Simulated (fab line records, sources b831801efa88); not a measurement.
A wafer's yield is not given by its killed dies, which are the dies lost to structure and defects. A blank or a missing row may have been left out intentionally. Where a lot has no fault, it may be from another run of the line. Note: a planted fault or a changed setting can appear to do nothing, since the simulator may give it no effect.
Matching of chambers -- flow sky130 -- SKY_PAD_OPEN_ETCH_07 on rieDiel-04 has 4 sister chambers
The step etches the open film in CF4/O2, stops on AlCu, target depth 725 nm, time 161.1 s. 16 wafers are shown with their chamber, then 8 later ones without.

## WAFERS PAIRED WITH THEIR CHAMBERS
wafer,chamber,drypumpMotorCurrentA (A),throttleValvePct (%),oesProductAu (a.u.)
L074.1,1,6.3,5.953,0.969
L074.2,2,5.6,5.966,0.971
L074.3,0,5.8,5.957,0.976
L076.2,3,6.2,5.965,0.966
L076.3,2,5.6,5.947,0.960
L076.6,1,6.3,5.973,0.975
L080.1,0,5.8,5.967,0.969
L080.3,3,6.2,5.974,0.984
L080.6,0,5.9,5.970,0.978
L086.1,1,6.3,5.958,0.966
L086.2,2,5.5,5.953,0.959
L086.6,2,5.5,5.977,0.974
L088.1,3,6.2,5.965,0.968
L088.3,1,6.3,5.953,0.974
L088.4,2,5.5,5.957,0.985
L092.1,1,6.2,5.947,0.965

SIGNATURES, as means of the wafers listed above
reading,chamber 0,chamber 1,chamber 2,chamber 3,scatter within a chamber
drypumpMotorCurrentA,5.833,6.280,5.540,6.200,0.0471
throttleValvePct,5.96467,5.95680,5.96000,5.96800,0.00952
oesProductAu,0.97433,0.96980,0.96980,0.97267,0.00809
Rule: distance of a wafer from a chamber = root of the sum over the readings of ((wafer's reading minus chamber's mean) / reading's scatter) squared. The wafer belongs to the nearest chamber; if the next one is less than 2 further off, it can't be placed. The scatter: the root of (the sum of the squares of (reading less its chamber's mean) over the shown wafers, divided by (wafers less chambers)).

## WAFERS MISSING THEIR CHAMBER
wafer,drypumpMotorCurrentA (A),throttleValvePct (%),oesProductAu (a.u.)
L092.3,6.2,5.959,0.974
L092.6,6.2,5.976,0.969
L093.1,6.2,5.952,0.960
L093.3,5.8,5.962,0.966
L093.4,6.2,5.974,0.972
L095.1,6.2,5.964,0.966
L095.3,6.3,5.967,0.975
L095.6,5.8,5.964,0.978

## EACH ONE'S CHAMBER
wafer,from the rows above,in truth
L092.3,can't be placed: 3 or 1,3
L092.6,can't be placed: 3 or 1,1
L093.1,can't be placed: 1 or 3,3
L093.3,0,0
L093.4,can't be placed: 3 or 1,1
L095.1,can't be placed: 3 or 1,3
L095.3,can't be placed: 1 or 3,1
L095.6,0,0
Correct placement for 2 of the 8. Not placeable from these rows: 6 (in 6, the candidates include the true chamber). 0 placed wrongly.
